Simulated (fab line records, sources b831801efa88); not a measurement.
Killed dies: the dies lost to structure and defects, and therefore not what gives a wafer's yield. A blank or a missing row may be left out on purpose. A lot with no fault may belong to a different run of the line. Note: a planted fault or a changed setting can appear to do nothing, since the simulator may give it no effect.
Struck lot and sound lot, side by side || flow gf180mcu || 20 steps out of a route of 602
Sound: wafers L447.1, L447.3, L447.5. The struck wafers were L456.3, L456.5, L456.6. The cause is given at the end.
Per side, at each step with rows, come the tool, then ch with its chambers, and then its first start. Under that, the readings that differ: sound wafers || struck wafers || difference of the means || sigmas: that difference in standard deviations of wafers without a fault.
alike: same words and numbers on both sides, and readings whose means sit less than 2 such deviations apart. not compared: any withheld reading, any reading some wafer has no value for, any bound like >300 that may hide the same value, and any number with overlapping values for which the record gives no deviation.
A row with sigmas, a row that says differs or no value, or rows on one side alone: a step with any of these is where the two part. Numbers that have no deviation but don't overlap get no sigmas and don't part them. A reading missing from all wafers of one side parts the sides only when that side holds two or more wafers.

first, 1 step without rows for these wafers: GF_V4_CVD_00 (deposits SiO2, target thk 600 nm, time 100 s).
GF_V4_THK_MEAS_01:
  sound: film-metro-02 at day 26 14:57; struck: film-metro-02 at day 29 02:44
  alike: V4_CVD_00_THK
GF_V4_CVD_02: deposits SiO2 from TEOS, target thk 850 nm, time 94.851 s.
  sound on pecvd-04 ch 0,1,2, day 26 15:01; struck on pecvd-04 ch 0,1,2, day 29 02:46
  alike: heater-power-w
GF_V4_THK_MEAS_03:
  sound: film-metro-03 at day 26 15:05; struck: film-metro-02 at day 29 02:52
  alike: V4_CVD_02_THK
GF_V4_CMP_04: polishes SiO2.
  sound on cmp-02 ch 0,1,3, day 26 15:08; struck on cmp-01 ch 0,1,3, day 29 03:00
  alike: motor-current-A, retaining-ring-pressure-frac, slurry-flow-ml-min, time-to-endpoint-s
GF_V4_BOW_MEAS_05:
  sound: film-metro-02 at day 26 15:29; struck: film-metro-04 at day 29 03:14
  alike: V4_BOW
then, 6 steps without rows for these wafers: GF_V4_DEHYDRATE_06 (time 60 s); GF_V4_HMDS_07 (prime time 60 s); GF_V4_COAT_08; GF_V4_COAT_09 (resist thk 1000 nm); GF_V4_SOFTBAKE_10 (time 60 s); GF_V4_EXPOSE_11 (exposes mask Via4, target cd 260 nm).
GF_V4_PEB_12: peb time 90 s.
  sound on litho-track-02 ch 0, day 27 12:10; struck on litho-track-02 ch 0, day 29 21:29
{"reading": "heater-power-total-W (W)", "sound": "85.61 85.84 85.77", "struck": "86.97 86.94 86.95", "difference": "+1.21", "sigmas": "+15"}
{"reading": "plate-temp-C (C)", "sound": "135.37 135.13 135.21", "struck": "136.47 136.54 136.42", "difference": "+1.24", "sigmas": "+10"}
  alike: resist-line-temp-C
then, 1 step without rows for these wafers: GF_V4_DEVELOP_13 (develop time 60 s).
GF_V4_CD_MEAS_14: the cd target is 260 nm.
  sound: cd-sem-02 at day 27 12:31; struck: cd-sem-01 at day 29 21:48
{"reading": "cd-nm (nm)", "sound": "260.3 259.9 260.0", "struck": "261.4 262.6 264.6", "difference": "+2.8", "sigmas": "+2"}
GF_V4_OVL_MEAS_15:
  sound: overlay-01 at day 27 12:38; struck: overlay-01 at day 29 21:54
  alike: V4_OVL
GF_V4_ETCH_16: etches BARC in N2/H2.
  sound on rie-diel-02 ch 0,1, day 27 12:40; struck on rie-diel-03 ch 0,1,2, day 29 21:55
{"reading": "model.V4.cd-nm (nm)", "sound": "259.6 259.8 259.3", "struck": "261.4 261.5 264.2", "difference": "+2.8", "sigmas": ""}
  alike: drypump-motor-current-A, h2-flow-sccm, oes-product-au, throttle-valve-pct
GF_V4_ETCH_17: etches SiO2 in C4F8/O2/Ar, stops on TiN, target depth 630 nm.
  sound: rie-diel-02 ch 0,1; struck: rie-diel-03 ch 0,1,2
{"reading": "model.V4.cd-nm (nm)", "sound": "259.7 259.3 259.6", "struck": "261.5 261.7 264.2", "difference": "+2.9", "sigmas": ""}
  alike: oes-product-au
GF_V4_STRIP_18: strips in O2/N2.
  sound on plasma-asher-01 ch 1, day 27 12:48; struck on plasma-asher-02 ch 0,1, day 29 22:05
{"reading": "heater-power-w (W)", "sound": "337 334 339", "struck": "313 308 268", "difference": -40, "sigmas": -2}
  alike: drypump-motor-current-A, oes-product-au
  not compared: rf-hours-counter-h
following that, these wafers have no rows for 1 step: GF_PASSIVATION_PROBE_99.

WHERE THEY PART
Earliest at GF_V4_PEB_12; latest, in this record, at GF_V4_STRIP_18.

WHY: the cause the simulator had injected
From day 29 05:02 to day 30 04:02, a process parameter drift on litho-track-02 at GF_V4_PEB_12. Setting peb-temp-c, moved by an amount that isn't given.
